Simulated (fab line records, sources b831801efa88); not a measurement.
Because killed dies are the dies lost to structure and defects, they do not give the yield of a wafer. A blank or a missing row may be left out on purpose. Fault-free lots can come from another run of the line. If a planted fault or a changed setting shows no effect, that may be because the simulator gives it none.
The tool behind it: which one? / flow gf180mcu / 21 wafers from 7 lots sampled at 2 of the route's 602 steps

WHAT EACH GAUGE READ, for each wafer
GF_V5_THK_MEAS_03.
lot=L601; measured=day 26 12:04; on=film_metro-03; V5_CVD_02_THK (nm)=1453 1478 1489
lot=L604; measured=day 27 18:41; on=film_metro-02; V5_CVD_02_THK (nm)=1457 1489 1483
lot=L606; measured=day 28 05:19; on=film_metro-03; V5_CVD_02_THK (nm)=1437 1437 1484
lot=L608; measured=day 29 10:00; on=film_metro-03; V5_CVD_02_THK (nm)=1475 1482 1485
lot=L611; measured=day 30 03:21; on=film_metro-04; V5_CVD_02_THK (nm)=1457 1467 1459
lot=L618; measured=day 31 09:34; on=film_metro-03; V5_CVD_02_THK (nm)=1452 1479 1451
lot=L623; measured=day 32 12:23; on=film_metro-04; V5_CVD_02_THK (nm)=1453 1437 1426

WHAT TOOL EACH LOT RAN ON (gives the tool, then ch and the chambers of the sampled wafers, and finally the start)
lot=L601; GF_STI_OXIDATION_29=furnace-02 ch 0, day 2 10:19
lot=L604; GF_STI_OXIDATION_29=furnace-01 ch 0, day 3 03:17
lot=L606; GF_STI_OXIDATION_29=furnace-02 ch 0, day 3 11:19
lot=L608; GF_STI_OXIDATION_29=furnace-01 ch 0, day 3 21:59
lot=L611; GF_STI_OXIDATION_29=furnace-02 ch 0, day 4 13:30
lot=L618; GF_STI_OXIDATION_29=furnace-02 ch 0, day 6 01:27
lot=L623; GF_STI_OXIDATION_29=furnace-01 ch 0, day 7 04:00
- GF_STI_OXIDATION_29: stabilise 600 s, purge 300 s, target thk 10 nm.

THE ANSWER, worked out from the rows above alone
Rule: usual is defined by the lots themselves. Put in order of their means at a reading, lots are off if they are a third of the lots or fewer, leave a main group of 4 or more, and stand apart from it by a gap of 3 or more times the standard deviation of the main group's means; of several such gaps the widest counts. If all means in a main group match to the digits the tables above print for the reading, that group is not used. Also off: a lot with no number at a reading for which 4 or more lots have one. All remaining lots with rows at the step are treated as sound.
No lot is off on any of the readings shown, so nothing can be concluded from this.

WHAT HAD BEEN PUT IN BY THE SIMULATOR
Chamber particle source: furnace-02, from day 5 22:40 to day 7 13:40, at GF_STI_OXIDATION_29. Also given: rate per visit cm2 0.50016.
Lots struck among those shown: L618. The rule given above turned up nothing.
